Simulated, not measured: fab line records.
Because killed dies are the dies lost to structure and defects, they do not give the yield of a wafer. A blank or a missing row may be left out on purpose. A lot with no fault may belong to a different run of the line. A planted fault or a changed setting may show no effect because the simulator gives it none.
Lot-split experiment / flow gf180mcu / 18 wafers read from 5 lots, route of 602 steps

== ON THE SPLIT ==
At GF_MIM_METAL_ETCH_19 (etches the open film in Cl2/BCl3, stops on Si3N4, target depth 324.5 nm, time 54.1 s), the setting icp-w was moved away from the recipe's 800 W on 8 of the 18 wafers read, by -5.1% to +11.4%. The other wafers ran this setting at the recipe's value.

The reading comes from the split's own step.

== THE READING ==
NOVOLAK_of_MIM_COAT_14.thk-nm (the simulator's own value, which no gauge read), in nm, at GF_MIM_METAL_ETCH_19 (etches the open film in Cl2/BCl3, stops on Si3N4, target depth 324.5 nm, time 54.1 s). No usual value for it is given in the file. Across the 10 wafers here that went through the recipe, the average is 870.6 nm and the standard deviation 2.9 nm.

wafer=L076.3; tool, chamber at the split=rie-metal-03, 0; icp-w as run, W=800; against the recipe=recipe; NOVOLAK_of_MIM_COAT_14.thk-nm, nm=874.5; against lot-mates on the recipe=-
wafer=L076.4; tool, chamber at the split=rie-metal-03, 1; icp-w as run, W=800; against the recipe=recipe; NOVOLAK_of_MIM_COAT_14.thk-nm, nm=871.9; against lot-mates on the recipe=-
wafer=L076.6; tool, chamber at the split=rie-metal-03, 1; icp-w as run, W=800; against the recipe=recipe; NOVOLAK_of_MIM_COAT_14.thk-nm, nm=873.2; against lot-mates on the recipe=-
wafer=L078.1; tool, chamber at the split=rie-metal-04, 1; icp-w as run, W=891.2; against the recipe=+11.4%; NOVOLAK_of_MIM_COAT_14.thk-nm, nm=858.4; against lot-mates on the recipe=-14.8
wafer=L078.2; tool, chamber at the split=rie-metal-04, 0; icp-w as run, W=800; against the recipe=recipe; NOVOLAK_of_MIM_COAT_14.thk-nm, nm=873.2; against lot-mates on the recipe=-
wafer=L078.5; tool, chamber at the split=rie-metal-04, 1; icp-w as run, W=891.2; against the recipe=+11.4%; NOVOLAK_of_MIM_COAT_14.thk-nm, nm=852.6; against lot-mates on the recipe=-20.6
wafer=L079.1; tool, chamber at the split=rie-metal-04, 0; icp-w as run, W=800; against the recipe=recipe; NOVOLAK_of_MIM_COAT_14.thk-nm, nm=872.8; against lot-mates on the recipe=-
wafer=L079.2; tool, chamber at the split=rie-metal-04, 1; icp-w as run, W=800; against the recipe=recipe; NOVOLAK_of_MIM_COAT_14.thk-nm, nm=867.3; against lot-mates on the recipe=-
wafer=L079.3; tool, chamber at the split=rie-metal-04, 0; icp-w as run, W=764.6; against the recipe=-4.4%; NOVOLAK_of_MIM_COAT_14.thk-nm, nm=876.9; against lot-mates on the recipe=+6.9
wafer=L079.4; tool, chamber at the split=rie-metal-04, 1; icp-w as run, W=764.6; against the recipe=-4.4%; NOVOLAK_of_MIM_COAT_14.thk-nm, nm=872.9; against lot-mates on the recipe=+2.9
wafer=L079.6; tool, chamber at the split=rie-metal-04, 0; icp-w as run, W=764.6; against the recipe=-4.4%; NOVOLAK_of_MIM_COAT_14.thk-nm, nm=879; against lot-mates on the recipe=+9.0
wafer=L080.4; tool, chamber at the split=rie-metal-03, 1; icp-w as run, W=759.1; against the recipe=-5.1%; NOVOLAK_of_MIM_COAT_14.thk-nm, nm=874; against lot-mates on the recipe=+8.3
wafer=L080.6; tool, chamber at the split=rie-metal-03, 0; icp-w as run, W=800; against the recipe=recipe; NOVOLAK_of_MIM_COAT_14.thk-nm, nm=865.7; against lot-mates on the recipe=-
wafer=L083.1; tool, chamber at the split=rie-metal-04, 1; icp-w as run, W=863.9; against the recipe=+8.0%; NOVOLAK_of_MIM_COAT_14.thk-nm, nm=856.9; against lot-mates on the recipe=-12.4
wafer=L083.2; tool, chamber at the split=rie-metal-04, 0; icp-w as run, W=800; against the recipe=recipe; NOVOLAK_of_MIM_COAT_14.thk-nm, nm=869.9; against lot-mates on the recipe=-
wafer=L083.3; tool, chamber at the split=rie-metal-04, 1; icp-w as run, W=800; against the recipe=recipe; NOVOLAK_of_MIM_COAT_14.thk-nm, nm=866.9; against lot-mates on the recipe=-
wafer=L083.5; tool, chamber at the split=rie-metal-04, 0; icp-w as run, W=800; against the recipe=recipe; NOVOLAK_of_MIM_COAT_14.thk-nm, nm=871.1; against lot-mates on the recipe=-
wafer=L083.6; tool, chamber at the split=rie-metal-04, 1; icp-w as run, W=863.9; against the recipe=+8.0%; NOVOLAK_of_MIM_COAT_14.thk-nm, nm=858.8; against lot-mates on the recipe=-10.5

THE FIT
A straight line over all 18 wafers: NOVOLAK_of_MIM_COAT_14.thk-nm changes by -1.34 nm for each +1% of icp-w; r = -0.92; the points scatter about the line by 3 nm.
The same after taking each lot's own level away (the mean of its wafers on the recipe; 18 wafers): -1.5 nm for each +1%; r = -0.97; scatter 2.1 nm.
The reading moves by 17 nm for the largest change in icp-w, on that fit.
The span of the lots' own levels, 865.70 to 873.20 nm, comes to 2.6 times the standard deviation stated above.
In other words, the slope is changed by the lot-to-lot level; the two fits disagree.
Check: with one of the wafers moved furthest among these (+11.4%) left out of the fit, the line predicts -18.2 nm for it against its lot-mates. It came out at -14.8 nm against them.

== ADDITIONAL SPLITS CARRIED BY THESE WAFERS ==
Before the reading, these wafers also passed through other splits. Each is held against what the fit with the lots' levels taken away leaves over:
other split on the same wafers=GF_V3_CVD_02 time-s; wafers away from the commonest value=8; r with NOVOLAK_of_MIM_COAT_14.thk-nm (lot level and that fit taken away)=+0.10
other split on the same wafers=GF_V3_EXPOSE_11 dose-mj; wafers away from the commonest value=5; r with NOVOLAK_of_MIM_COAT_14.thk-nm (lot level and that fit taken away)=-0.27
other split on the same wafers=GF_V3_ETCH_16 bias-w; wafers away from the commonest value=5; r with NOVOLAK_of_MIM_COAT_14.thk-nm (lot level and that fit taken away)=+0.31
other split on the same wafers=GF_V3_SPUTTER_22 chamber-pressure-pa; wafers away from the commonest value=7; r with NOVOLAK_of_MIM_COAT_14.thk-nm (lot level and that fit taken away)=-0.09
other split on the same wafers=GF_V4_CVD_00 sih4-flow-sccm; wafers away from the commonest value=6; r with NOVOLAK_of_MIM_COAT_14.thk-nm (lot level and that fit taken away)=-0.06
other split on the same wafers=GF_V4_SPUTTER_22 chamber-pressure-pa; wafers away from the commonest value=12; r with NOVOLAK_of_MIM_COAT_14.thk-nm (lot level and that fit taken away)=-0.07
other split on the same wafers=GF_MIM_SPUTTER_09 power-w; wafers away from the commonest value=4; r with NOVOLAK_of_MIM_COAT_14.thk-nm (lot level and that fit taken away)=-0.46

== THE WHOLE CHAIN: every reading that the file lists as answering this split, in the file's order ==
step=GF_MIM_METAL_ETCH_19; what it does=etches the open film in Cl2/BCl3, stops on Si3N4, target depth 324.5 nm, time 54.1 s; reading=NOVOLAK_of_MIM_COAT_14.thk-nm (the simulator's own value, which no gauge read); change (the file's fit)=-1.49 nm for each +1% of the setting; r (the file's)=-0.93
step=GF_MIM_STRIP_20; what it does=strips in O2/N2; reading=strip-time-to-endpoint-s; change (the file's fit)=withheld for each +1% of the setting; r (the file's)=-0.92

== FILE'S OWN FIT ==
NOVOLAK_of_MIM_COAT_14.thk-nm changes by -1.49 nm for each +1% of icp-w, r = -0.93.
